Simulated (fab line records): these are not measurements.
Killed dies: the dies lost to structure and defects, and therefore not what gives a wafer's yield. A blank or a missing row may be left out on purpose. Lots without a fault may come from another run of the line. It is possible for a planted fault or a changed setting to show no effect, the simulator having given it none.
Problem report in the 8D (eight disciplines) form, filled by code | flow gf180mcu | the parts of the form that need people (team, actions taken, sign-off) are left out

1. WHAT IS WRONG
Wafers free of any fault read 553.8 (standard deviation 2.9) for MVPSD_TW at GF_MVPSD_TW_MEAS_11, against a mean of 580.3 on 6 wafers of 2 lots. That is +9.1 standard deviations from the usual mean.
Seen first at day 8 18:40 on film metro-04, wafer L754.2. The record has a number at this step for 36 wafers belonging to 12 lots. The rule behind "out" and "out of limits": a value lying over 4 standard deviations away from the usual mean. Any other wafer with a number is counted as sound.

2. WHAT THIS IS AND IS NOT
question                    | is                     | is not
which readings at this step | MVPSD_TW               | -
which lots                  | L754, L757             | L740, L741, L742, L743, L745, L746, L758, L760, L761, L763
which wafers of those lots  | all that have a number | -
read on which gauges        | film metro-04          | film metro-01, film metro-03
when                        | from day 8 18:40       | up to then (18 sound wafers); but 12 sound wafers of L758, L760, L761, L763 came after

3. THE SUSPECTS, EACH WITH WHAT RULES IT OUT
Counting: any tool at a process step up to the reading is kept as a suspect provided that every lot that is out went through it and no sound lot did after the first of them.
- the gauge at GF_MVPSD_TW_MEAS_11: ruled out. All the wafers that are out were read on film metro-04, but those of them that GF_MVPSD_IMPLANT_09 has rows for are out there too, on other tools.
- implanter-01 at GF_MVPSD_IMPLANT_09: kept. It ran every lot that is out, first L754 (day 8 18:26), and no sound lot after that; its last sound lot up to then is L743 (day 5 15:44). Its own readings are out on those wafers: dose ions cm2, faraday current uA.
Remaining after the count: implanter-01 at GF_MVPSD_IMPLANT_09.

4. THE CAUSE (what the simulator had put in)
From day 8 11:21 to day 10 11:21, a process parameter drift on implanter-01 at GF_MVPSD_IMPLANT_09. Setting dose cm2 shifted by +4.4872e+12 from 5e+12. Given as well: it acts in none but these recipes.
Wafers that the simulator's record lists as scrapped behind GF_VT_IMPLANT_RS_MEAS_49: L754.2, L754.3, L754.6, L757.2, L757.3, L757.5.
Only this tool survived the counting.

5. THE EFFECT CHAIN, in route order
Rows list readings where the struck wafers' mean (over those with a number) sits beyond 3 standard deviations from the usual. Only readings whose record carries a usual standard deviation are examined. hours: median over the lots of the time between each lot's start at the first step of this table that gives one and its start at this step. sigmas: the change, counted in usual standard deviations.
hours | step                     | reading            | usual         | on struck wafers | change     | sigmas
0     | GF_MVPSD_IMPLANT_09      | dose ions cm2      | 5.001e+12     | 9.487e+12        | +4.486e+12 | +99 or more
0     | GF_MVPSD_IMPLANT_09      | faraday current uA | 28.2          | 53.8             | +25.6      | +44
0     | GF_MVPSD_TW_MEAS_11      | MVPSD_TW           | 553.8         | 580.3            | +26.5      | +9.1
73    | GF_VT_IMPLANT_RS_MEAS_49 | MVPSD_RS           | 1168.7 ohm/sq | 1021.7           | -147.0     | -54
Process steps it contains:
- GF_MVPSD_IMPLANT_09

6. HOW IT WOULD HAVE BEEN CAUGHT EARLIER
The first out-of-limits reading at a measuring or inspecting step in this record came at day 8 18:40, 7 hours after the fault's start at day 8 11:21.
Tool's own readings at GF_MVPSD_IMPLANT_09, dose ions cm2, faraday current uA: out on all struck wafers the step has rows for; an alarm limit on them would have tripped on the first.
Lots out: 2; of these, L757 started GF_MVPSD_IMPLANT_09 on implanter-01 after day 8 18:40. Holding the tool at that time would have saved it.
